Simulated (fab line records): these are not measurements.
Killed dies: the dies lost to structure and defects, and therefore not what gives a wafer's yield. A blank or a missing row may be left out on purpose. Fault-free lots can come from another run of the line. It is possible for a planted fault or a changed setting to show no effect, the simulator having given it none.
Which tool did it? || flow gf180mcu || Sampling: 11 lots, 33 wafers, 4 of 602 route steps

## WHAT EACH GAUGE READ, for each wafer
GF_HV_LDD_CD_MEAS_07: target cd 400 nm.
{"lot": "L390", "measured": "day 9 22:55", "on": "cd_sem-01", "cd_nm (nm)": "401.2 398.2 400.8"}
{"lot": "L391", "measured": "day 10 06:13", "on": "cd_sem-01", "cd_nm (nm)": "397.9 399.0 398.3"}
{"lot": "L392", "measured": "day 10 14:40", "on": "cd_sem-02", "cd_nm (nm)": "399.9 401.3 399.5"}
{"lot": "L399", "measured": "day 12 21:01", "on": "cd_sem-02", "cd_nm (nm)": "398.7 401.9 399.3"}
{"lot": "L400", "measured": "day 13 02:16", "on": "cd_sem-01", "cd_nm (nm)": "400.5 400.0 402.7"}
{"lot": "L401", "measured": "day 13 04:26", "on": "cd_sem-01", "cd_nm (nm)": "401.5 401.9 398.7"}
{"lot": "L402", "measured": "day 13 14:34", "on": "cd_sem-01", "cd_nm (nm)": "398.7 399.1 400.1"}
{"lot": "L403", "measured": "day 13 20:49", "on": "cd_sem-01", "cd_nm (nm)": "399.6 396.7 396.1"}
{"lot": "L411", "measured": "day 16 18:19", "on": "cd_sem-01", "cd_nm (nm)": "410.1 408.6 411.1"}
{"lot": "L412", "measured": "day 16 19:16", "on": "cd_sem-01", "cd_nm (nm)": "413.4 412.0 414.5"}
{"lot": "L413", "measured": "day 17 01:37", "on": "cd_sem-01", "cd_nm (nm)": "395.9 398.1 397.2"}

## EACH LOT AND THE TOOL THAT RAN IT (in order: tool; ch and the chambers of the sampled wafers; start)
{"lot": "L390", "GF_VT_IMPLANT_RTA_45": "rtp_anneal-02 ch 0, day 7 13:11", "GF_POLY_GATE_STRIP_14": "plasma_asher-01 ch 0,1, day 9 03:53", "GF_HV_LDD_COAT_02": "litho_track-03 ch 0, day 9 13:55"}
{"lot": "L391", "GF_VT_IMPLANT_RTA_45": "rtp_anneal-01 ch 0, day 7 19:14", "GF_POLY_GATE_STRIP_14": "plasma_asher-01 ch 0,1, day 9 11:02", "GF_HV_LDD_COAT_02": "litho_track-01 ch 0, day 9 21:16"}
{"lot": "L392", "GF_VT_IMPLANT_RTA_45": "rtp_anneal-01 ch 0, day 8 02:14", "GF_POLY_GATE_STRIP_14": "plasma_asher-04 ch 0,1, day 9 18:08", "GF_HV_LDD_COAT_02": "litho_track-04 ch 0, day 10 05:46"}
{"lot": "L399", "GF_VT_IMPLANT_RTA_45": "rtp_anneal-02 ch 0, day 10 02:42", "GF_POLY_GATE_STRIP_14": "plasma_asher-03 ch 0,1, day 11 23:56", "GF_HV_LDD_COAT_02": "litho_track-04 ch 0, day 12 10:28"}
{"lot": "L400", "GF_VT_IMPLANT_RTA_45": "rtp_anneal-01 ch 0, day 10 09:09", "GF_POLY_GATE_STRIP_14": "plasma_asher-01 ch 0,1, day 12 03:47", "GF_HV_LDD_COAT_02": "litho_track-04 ch 0, day 12 16:28"}
{"lot": "L401", "GF_VT_IMPLANT_RTA_45": "rtp_anneal-02 ch 0, day 10 11:46", "GF_POLY_GATE_STRIP_14": "plasma_asher-01 ch 0,1, day 12 07:52", "GF_HV_LDD_COAT_02": "litho_track-03 ch 0, day 12 19:10"}
{"lot": "L402", "GF_VT_IMPLANT_RTA_45": "rtp_anneal-02 ch 0, day 10 20:03", "GF_POLY_GATE_STRIP_14": "plasma_asher-04 ch 0,1, day 12 16:08", "GF_HV_LDD_COAT_02": "litho_track-03 ch 0, day 13 03:58"}
{"lot": "L403", "GF_VT_IMPLANT_RTA_45": "rtp_anneal-02 ch 0, day 11 02:34", "GF_POLY_GATE_STRIP_14": "plasma_asher-03 ch 0,1, day 12 22:55", "GF_HV_LDD_COAT_02": "litho_track-03 ch 0, day 13 10:37"}
{"lot": "L411", "GF_VT_IMPLANT_RTA_45": "rtp_anneal-02 ch 0, day 13 17:58", "GF_POLY_GATE_STRIP_14": "plasma_asher-03 ch 0,1, day 15 17:46", "GF_HV_LDD_COAT_02": "litho_track-04 ch 0, day 16 06:46"}
{"lot": "L412", "GF_VT_IMPLANT_RTA_45": "rtp_anneal-01 ch 0, day 13 18:06", "GF_POLY_GATE_STRIP_14": "plasma_asher-01 ch 0,1, day 15 19:14", "GF_HV_LDD_COAT_02": "litho_track-04 ch 0, day 16 08:01"}
{"lot": "L413", "GF_VT_IMPLANT_RTA_45": "rtp_anneal-01 ch 0, day 13 23:13", "GF_POLY_GATE_STRIP_14": "plasma_asher-03 ch 0,1, day 16 00:20", "GF_HV_LDD_COAT_02": "litho_track-03 ch 0, day 16 13:58"}
- GF_VT_IMPLANT_RTA_45: time 30 s.
- GF_POLY_GATE_STRIP_14: strips in O2/N2.
- GF_HV_LDD_COAT_02: resist thk 1000 nm.

## THE ANSWER, worked out from the rows above alone
Rule: usual is defined by the lots themselves. Put in order of their means at a reading, lots are off if they are a third of the lots or fewer, leave a main group of 4 or more, and stand apart from it by a gap of 3 or more times the standard deviation of the main group's means; of several such gaps the widest counts. If all means in a main group match to the digits the tables above print for the reading, that group is not used. Also off: a lot with no number at a reading for which 4 or more lots have one. The other lots that the step has rows for count as sound.
Off: L411, L412 (GF_HV_LDD_CD_MEAS_07, cd_nm). The main group has a mean of 399.4 nm with a standard deviation of 1.3.
If a tool, at a process step before that reading, ran all the lots that are off and no sound lot after the first of them, it fits. Gauges at GF_HV_LDD_CD_MEAS_07: tried the same way as those tools. One fits: GF_HV_LDD_COAT_02 on litho_track-04. A fault onset in the window from L400 (day 12 16:28, its last sound lot) to L411 (day 16 06:46, its first lot off) fits.

## WHAT HAD BEEN PUT IN BY THE SIMULATOR
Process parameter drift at GF_HV_LDD_COAT_02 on litho_track-04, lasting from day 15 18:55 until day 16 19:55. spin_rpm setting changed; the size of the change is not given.
Struck lots among those shown: L411, L412. The rule above reached the same finding.
